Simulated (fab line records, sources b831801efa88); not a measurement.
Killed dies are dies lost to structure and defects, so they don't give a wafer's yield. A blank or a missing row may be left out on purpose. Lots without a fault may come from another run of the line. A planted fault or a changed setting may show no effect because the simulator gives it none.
Problem report in the 8D (eight disciplines) form, filled by code | flow sky130 | the parts of the form that need people (team, actions taken, sign-off) are left out

1. THE PROBLEM
LDD_N_OVL at SKY_LDD_N_OVL_MEAS_07 reads a mean of 42.8 nm on 12 wafers of 4 lots; wafers without a fault read -0.7 nm with a standard deviation of 1.5. That is +29 standard deviations from the usual mean.
First seen on wafer L407.1, day 19 11:44, on overlay-02. The record holds 36 wafers of 12 lots with a number at this step. Rule for "out", or "out of limits": more than 4 standard deviations from the usual mean. The other wafers with a number count as sound.

2. WHAT IT IS AND WHAT IT IS NOT
question                    | is                     | is not
which readings at this step | LDD_N_OVL              | -
which lots                  | L407, L410, L412, L414 | L404, L405, L406, L411, L416, L417, L422, L426
which wafers of those lots  | all that have a number | -
read on which gauges        | overlay-01, overlay-02 | -
when                        | from day 19 11:44      | up to then (9 sound wafers); but 15 sound wafers of L411, L416, L417, L422, L426 came after

3. SUSPECTS, AND WHAT RULES EACH OUT
Counting: a tool at a process step up to the reading stays a suspect if it ran every lot that is out and no sound lot after the first of them.
- the gauge at SKY_LDD_N_OVL_MEAS_07: ruled out. The wafers that are out were read on 2 gauges (overlay-01, overlay-02).
- iline_stepper-01 at SKY_LDD_N_EXPOSE_04 (exposes mask NTM, target cd 840 nm): kept. It ran every lot that is out, first L407 (day 18 20:16), and no sound lot after that; its last sound lot up to then is L406 (day 18 02:51).
Left after counting: iline_stepper-01 at SKY_LDD_N_EXPOSE_04.

4. THE CAUSE (what the simulator had put in)
Scanner matching overlay: iline_stepper-01, from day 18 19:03 on, at SKY_LDD_N_EXPOSE_04. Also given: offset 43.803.
Counting left only this tool.

5. THE CHAIN OF EFFECTS, in route order
Each row: a reading whose mean over the struck wafers that have a number lies more than 3 standard deviations from the usual. Only readings for which the record gives a usual standard deviation are gone through. hours: the time from each lot's start at the first step in this table that gives one to its start at this step, as a median over the lots. sigmas: the change in usual standard deviations.
hours | step                  | reading   | usual   | on struck wafers | change | sigmas
0     | SKY_LDD_N_OVL_MEAS_07 | LDD_N_OVL | -0.7 nm | 42.8             | +43.5  | +29
Later measuring or inspecting steps at which every struck wafer that the step has a row for has a number for every such reading, and none has moved that far: SKY_LDD_HVP_OVL_MEAS_07, SKY_LDD_LDN_TW_MEAS_13.

6. WHAT WOULD HAVE CAUGHT IT SOONER
In this record the first reading out of limits at a measuring or inspecting step was taken at day 19 11:44, 17 hours after the fault began at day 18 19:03.
Of the tool readings at SKY_LDD_N_EXPOSE_04 for which the record gives a usual standard deviation, none was out on any struck wafer, so an alarm limit of 4 standard deviations on them would not have fired.
Of the lots that are out (4), L412, L414 began SKY_LDD_N_EXPOSE_04 on iline_stepper-01 after day 19 11:44. A hold on the tool at that time would have spared those 2.
